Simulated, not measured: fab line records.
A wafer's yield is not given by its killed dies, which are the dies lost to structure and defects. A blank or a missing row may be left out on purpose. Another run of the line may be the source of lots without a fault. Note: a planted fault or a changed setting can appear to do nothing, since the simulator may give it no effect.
Chamber matching / flow gf180mcu / 4 sister chambers for GF_V2_CMP_04 on cmp-01
The step polishes SiO2. 8 wafers are shown with their chamber, then 7 later ones without.

WAFERS PAIRED WITH THEIR CHAMBERS
wafer=L103.2; chamber=2; motor_current_A (A)=12.8; slurry_flow_ml_min=150.4
wafer=L105.3; chamber=1; motor_current_A (A)=11.8; slurry_flow_ml_min=149.5
wafer=L110.3; chamber=0; motor_current_A (A)=12.3; slurry_flow_ml_min=150.3
wafer=L110.5; chamber=0; motor_current_A (A)=12.5; slurry_flow_ml_min=149.9
wafer=L112.1; chamber=1; motor_current_A (A)=12.0; slurry_flow_ml_min=150.6
wafer=L112.2; chamber=2; motor_current_A (A)=12.7; slurry_flow_ml_min=150.4
wafer=L112.3; chamber=3; motor_current_A (A)=12.9; slurry_flow_ml_min=150.1
wafer=L114.1; chamber=3; motor_current_A (A)=12.4; slurry_flow_ml_min=149.7

WAFERS WITH NO CHAMBER GIVEN
wafer=L114.2; motor_current_A (A)=12.8; slurry_flow_ml_min=150.3
wafer=L114.4; motor_current_A (A)=12.3; slurry_flow_ml_min=149.5
wafer=L115.1; motor_current_A (A)=11.5; slurry_flow_ml_min=149.6
wafer=L115.3; motor_current_A (A)=12.1; slurry_flow_ml_min=150.5
wafer=L115.5; motor_current_A (A)=12.7; slurry_flow_ml_min=150.3
wafer=L124.3; motor_current_A (A)=13.1; slurry_flow_ml_min=149.9
wafer=L124.6; motor_current_A (A)=12.3; slurry_flow_ml_min=149.4

EACH ONE'S CHAMBER
wafer=L114.2; from the rows above=can't be placed: 2 or 3 or 0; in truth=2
wafer=L114.4; from the rows above=can't be placed: 0 or 3 or 1 or 2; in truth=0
wafer=L115.1; from the rows above=1; in truth=1
wafer=L115.3; from the rows above=can't be placed: 1 or 0 or 3 or 2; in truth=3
wafer=L115.5; from the rows above=can't be placed: 2 or 3 or 0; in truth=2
wafer=L124.3; from the rows above=can't be placed: 2 or 3 or 0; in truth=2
wafer=L124.6; from the rows above=can't be placed: 0 or 3 or 1 or 2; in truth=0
1 of 7 placed correctly. Can't be placed from these rows: 6 (the true chamber is among the candidates in 6). 0 placed wrongly.
How it was worked out, from the rows above alone: a wafer's distance from a chamber is the root of the sum, over the readings, of the square of ((its reading less the chamber's mean) divided by the reading's scatter). If the next closest chamber is less than 2 further off than the closest, the wafer can't be placed; otherwise it belongs to the closest. For every chamber, the mean is computed from those of its wafers that are shown. The scatter is the square root of a quotient: the sum, over the shown wafers, of each reading's squared deviation from its chamber's mean, divided by wafers minus chambers.
